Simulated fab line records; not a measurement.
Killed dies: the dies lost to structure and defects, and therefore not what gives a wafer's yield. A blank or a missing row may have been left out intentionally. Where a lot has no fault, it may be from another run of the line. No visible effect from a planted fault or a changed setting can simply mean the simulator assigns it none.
Chamber matching + flow sky130 + 3 sister chambers for SKY_CAP2M_CVD_00 on pecvd-01
The step deposits SiO2, target thk 15.5 nm. 6 wafers are shown with their chamber, then 10 later ones without.

## WAFERS, EACH WITH ITS CHAMBER
| wafer  | chamber | heater-power-w (W) |
|--------|---------|--------------------|
| L082.5 | 2       | 864                |
| L086.3 | 2       | 787                |
| L087.4 | 0       | 975                |
| L087.5 | 1       | 652                |
| L091.1 | 0       | 937                |
| L091.3 | 1       | 655                |

## WAFERS WITH NO CHAMBER GIVEN
| wafer  | heater-power-w (W) |
|--------|--------------------|
| L091.4 | 925                |
| L093.3 | 605                |
| L093.4 | 789                |
| L093.5 | 926                |
| L096.2 | 627                |
| L096.3 | 714                |
| L096.4 | 636                |
| L097.2 | 860                |
| L097.4 | 916                |
| L097.6 | 857                |

## THE CHAMBER EACH PASSED THROUGH
| wafer  | from the rows above     | in truth |
|--------|-------------------------|----------|
| L091.4 | can't be placed: 0 or 2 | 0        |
| L093.3 | 1                       | 1        |
| L093.4 | 2                       | 2        |
| L093.5 | 0                       | 0        |
| L096.2 | 1                       | 1        |
| L096.3 | can't be placed: 1 or 2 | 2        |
| L096.4 | 1                       | 1        |
| L097.2 | can't be placed: 2 or 0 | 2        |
| L097.4 | can't be placed: 0 or 2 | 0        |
| L097.6 | can't be placed: 2 or 0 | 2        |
5 of 10 placed correctly. Unplaceable from these rows: 5, with the true chamber sitting among the candidates in 5. Wrongly placed: 0.
How it was worked out, from the rows above alone: a wafer's distance from a chamber is the root of the sum, over the readings, of the square of ((its reading less the chamber's mean) divided by the reading's scatter). If the next closest chamber is less than 2 further off than the closest, the wafer can't be placed; otherwise it belongs to the closest. For every chamber, the mean is computed from those of its wafers that are shown. The scatter: the root of (the sum of the squares of (reading less its chamber's mean) over the shown wafers, divided by (wafers less chambers)).
